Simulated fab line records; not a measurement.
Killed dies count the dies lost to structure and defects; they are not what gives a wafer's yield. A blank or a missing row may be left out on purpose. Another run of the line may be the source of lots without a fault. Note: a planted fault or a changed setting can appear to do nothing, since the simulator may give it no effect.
Which tool is to blame?    flow gf180mcu    15 lots, 45 wafers sampled, at 5 steps of a route of 602

## WHAT EACH GAUGE READ, for each wafer
GF_HV_LDD_OVL_MEAS_47.
lot   measured      on          HV_LDD_03_OVL (nm)
L664  day 12 10:24  overlay-02  0.7 -0.3 -0.6
L666  day 12 22:00  overlay-02  2.3 1.1 1.1
L667  day 13 03:40  overlay-02  0.3 2.1 -0.4
L668  day 13 13:07  overlay-01  0.5 1.3 -0.5
L669  day 13 23:40  overlay-01  -0.8 -2.6 -1.5
L670  day 14 06:16  overlay-01  2.1 1.8 2.7
L671  day 14 19:45  overlay-02  -2.0 -1.1 0.4
L674  day 15 19:55  overlay-01  1.7 0.8 0.3
L678  day 16 22:46  overlay-01  -1.0 -1.3 -1.9
L681  day 17 22:32  overlay-01  0.8 0.1 0.7
L682  day 18 07:04  overlay-02  -2.2 -2.1 -2.5
L684  day 18 22:57  overlay-01  -1.0 -1.4 0.2
L685  day 19 05:25  overlay-01  -0.7 -1.5 -1.2
L686  day 19 23:21  overlay-01  2.4 2.0 2.4
L687  day 20 04:13  overlay-02  -3.0 -1.5 -2.3

GF_SAB_OVL_MEAS_10.
lot   measured      on          SAB_OVL (nm)
L664  day 15 00:58  overlay-02  -3.7 -2.4 -1.5
L666  day 15 19:31  overlay-01  -2.1 0.5 -2.1
L667  day 15 22:45  overlay-02  -1.9 -3.7 -2.3
L668  day 16 15:46  overlay-01  -1.6 -2.5 -1.2
L669  day 16 20:31  overlay-01  2.6 4.1 2.5
L670  day 17 01:16  overlay-02  -2.1 -3.1 -2.5
L671  day 17 20:25  overlay-02  -4.8 -1.8 -2.5
L674  day 18 21:50  overlay-01  -0.4 -1.9 -0.8
L678  day 20 03:15  overlay-02  0.0 0.7 -0.2
L681  day 21 03:00  overlay-01  -2.0 -1.3 -0.7
L682  day 21 11:29  overlay-01  1.7 0.1 1.2
L684  day 22 03:40  overlay-01  -0.6 0.5 0.4
L685  day 22 10:16  overlay-02  -1.3 0.3 -0.2
L686  day 23 02:59  overlay-01  0.7 -0.2 0.6
L687  day 23 06:49  overlay-02  1.2 -0.1 -1.0

GF_CONTACT_THK_MEAS_01.
lot   measured      on             CONTACT_CVD_00_THK (nm)
L664  day 15 01:54  film_metro-04  300 303 300
L666  day 15 20:32  film_metro-04  303 304 296
L667  day 15 23:46  film_metro-03  308 294 296
L668  day 16 16:44  film_metro-01  304 296 305
L669  day 16 21:28  film_metro-03  289 297 289
L670  day 17 02:26  film_metro-03  586 605 607 586 605 607
L671  day 17 21:39  film_metro-04  590 602 593 589 603 593
L674  day 18 22:52  film_metro-04  307 302 297
L678  day 20 04:25  film_metro-01  583 600 596 582 601 597
L681  day 21 04:07  film_metro-03  302 298 303
L682  day 21 12:27  film_metro-03  300 298 291
L684  day 22 04:39  film_metro-04  300 302 299
L685  day 22 11:16  film_metro-01  301 303 296
L686  day 23 03:56  film_metro-04  294 298 297
L687  day 23 07:46  film_metro-03  303 302 304

## WHICH TOOL RAN EACH LOT (tool, then ch and the chambers of the sampled wafers, then the start)
lot   GF_SAB_STRIP_13                       GF_CONTACT_CVD_00
L664  plasma_asher-03 ch 0,1, day 15 01:09  hdpcvd-02 ch 0,1, day 15 01:52
L666  plasma_asher-01 ch 0,1, day 15 19:43  hdpcvd-02 ch 0,1,2, day 15 20:29
L667  plasma_asher-01 ch 0,1, day 15 23:00  hdpcvd-01 ch 0,1,2, day 15 23:43
L668  plasma_asher-01 ch 1, day 16 15:58    hdpcvd-02 ch 0,1,2, day 16 16:41
L669  plasma_asher-03 ch 0,1, day 16 20:43  hdpcvd-01 ch 0,2, day 16 21:25
L670  plasma_asher-01 ch 0,1, day 17 01:28  hdpcvd-02 ch 0,1,2, day 17 02:11
L671  plasma_asher-04 ch 0,1, day 17 20:36  hdpcvd-02 ch 1,2, day 17 21:19
L674  plasma_asher-03 ch 0,1, day 18 22:07  hdpcvd-01 ch 0,1,2, day 18 22:47
L678  plasma_asher-01 ch 0,1, day 20 03:27  hdpcvd-01 ch 0,1,2, day 20 04:10
L681  plasma_asher-01 ch 0,1, day 21 03:19  hdpcvd-02 ch 1,2, day 21 04:04
L682  plasma_asher-04 ch 0,1, day 21 11:41  hdpcvd-01 ch 0,1,2, day 21 12:24
L684  plasma_asher-04 ch 1, day 22 03:50    hdpcvd-02 ch 0,1, day 22 04:37
L685  plasma_asher-03 ch 0,1, day 22 10:29  hdpcvd-02 ch 0,1,2, day 22 11:13
L686  plasma_asher-01 ch 0, day 23 03:11    hdpcvd-01 ch 0,1,2, day 23 03:54
L687  plasma_asher-01 ch 0,1, day 23 06:59  hdpcvd-02 ch 0,2, day 23 07:43
- GF_SAB_STRIP_13: strips in O2/N2.
- GF_CONTACT_CVD_00: deposits SiO2, target thk 300 nm, time 50 s.

## AS READ BY THE TOOLS THEMSELVES (means over the sampled wafers that have a number; for cases with no such wafer, the mark the record gives instead)
GF_SAB_STRIP_13.
lot   tool             drypump_motor_current_A (A)  heater_power_w (W)  oes_product_au (a.u.)  strip_time_to_endpoint_s (s)
L664  plasma_asher-03  5.9                          305                 0.707                  12.54
L666  plasma_asher-01  6.1                          310                 0.708                  12.63
L667  plasma_asher-01  6.0                          309                 0.710                  12.59
L668  plasma_asher-01  5.9                          296                 0.713                  12.60
L669  plasma_asher-03  5.9                          304                 0.714                  12.55
L670  plasma_asher-01  6.0                          310                 0.709                  12.56
L671  plasma_asher-04  6.0                          341                 0.711                  12.61
L674  plasma_asher-03  5.9                          306                 0.714                  12.60
L678  plasma_asher-01  6.1                          306                 0.706                  12.59
L681  plasma_asher-01  6.1                          311                 0.712                  12.62
L682  plasma_asher-04  6.0                          342                 0.707                  12.61
L684  plasma_asher-04  5.3                          296                 0.708                  12.60
L685  plasma_asher-03  6.0                          280                 0.710                  12.62
L686  plasma_asher-01  6.2                          313                 0.712                  12.63
L687  plasma_asher-01  6.0                          302                 0.707                  12.62

## THE ANSWER, worked out from the rows above alone
Rule: the usual values come from the lots themselves. Put in order of their means at a reading, lots are off if they are a third of the lots or fewer, leave a main group of 4 or more, and stand apart from it by a gap of 3 or more times the standard deviation of the main group's means; of several such gaps the widest counts. A main group is skipped when, at the precision printed for the reading in the tables above, its means are all equal. A lot without any number at a reading at which 4 lots or more have one is off too. The other lots that the step has rows for count as sound. After the gauges, taken in route order, come the tools' own readings; for these a lot's mean is taken, as printed above. At the first step where some lot is off, the reading lying furthest off is the one used; lots without a number count as furthest.
Off: at GF_CONTACT_THK_MEAS_01 (CONTACT_CVD_00_THK), L670, L671, L678. For the main group the mean is 299 nm and the standard deviation 3.1.
If a tool, at a process step before that reading, ran all the lots that are off and no sound lot after the first of them, it fits. The gauges at GF_CONTACT_THK_MEAS_01 are tried like those tools. Not one of the candidates tried fits.

## WHAT THE SIMULATOR HAD INSERTED
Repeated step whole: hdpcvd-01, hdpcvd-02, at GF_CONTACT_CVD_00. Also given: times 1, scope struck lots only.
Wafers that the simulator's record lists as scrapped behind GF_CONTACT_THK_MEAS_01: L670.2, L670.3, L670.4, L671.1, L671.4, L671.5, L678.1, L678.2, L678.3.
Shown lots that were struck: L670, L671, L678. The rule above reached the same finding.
